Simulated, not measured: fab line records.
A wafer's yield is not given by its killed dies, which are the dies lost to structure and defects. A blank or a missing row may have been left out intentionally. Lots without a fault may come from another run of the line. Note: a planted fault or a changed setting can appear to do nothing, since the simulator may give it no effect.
Which tool was responsible? | flow gf180mcu | 36 wafers sampled from 12 lots at 1 step of a route of 602

## WHAT THE GAUGES SHOWED, per wafer
GF_V3_CD_MEAS_14 targets a cd of 260 nm.
lot  | measured     | on       | cdNm (nm)
L075 | day 22 18:40 | cdSem-02 | 259.3 259.1 259.7
L077 | day 23 11:43 | cdSem-01 | 261.8 262.5 262.4
L079 | day 24 03:37 | cdSem-01 | 258.2 258.2 258.5
L081 | day 24 21:21 | cdSem-02 | 257.9 258.0 258.1
L083 | day 25 12:26 | cdSem-01 | 260.5 260.6 260.2
L085 | day 26 05:46 | cdSem-01 | 259.8 259.3 259.4
L087 | day 27 05:17 | cdSem-01 | 260.2 259.6 260.0
L089 | day 27 19:04 | cdSem-01 | 261.6 260.5 261.6
L091 | day 28 02:58 | cdSem-02 | 262.4 261.4 261.8
L093 | day 28 17:24 | cdSem-01 | 262.3 262.0 262.3
L095 | day 29 05:40 | cdSem-01 | 262.3 260.7 262.2
L097 | day 29 16:32 | cdSem-02 | 258.7 257.2 259.0

## WHAT TOOL EACH LOT RAN ON (gives the tool, then ch and the chambers of the sampled wafers, and finally the start)
The record shows no process step preceding these readings.

## THE ANSWER, worked out from the rows above alone
Rule: the lots themselves supply what counts as usual. The widest of any qualifying gaps counts: lots, ordered by their means at a reading, are off when they make up no more than a third of the lots, leave a main group of 4 or more, and stand apart from it by 3 or more times the standard deviation of that group's means. Not used: any main group whose means are identical at the precision the tables above print for the reading. A lot without any number at a reading at which 4 lots or more have one is off too. Any other lot the step has rows for is counted as sound.
No lot is off on any of the readings shown, so nothing can be concluded from this.

## WHAT THE SIMULATOR HAD INSERTED
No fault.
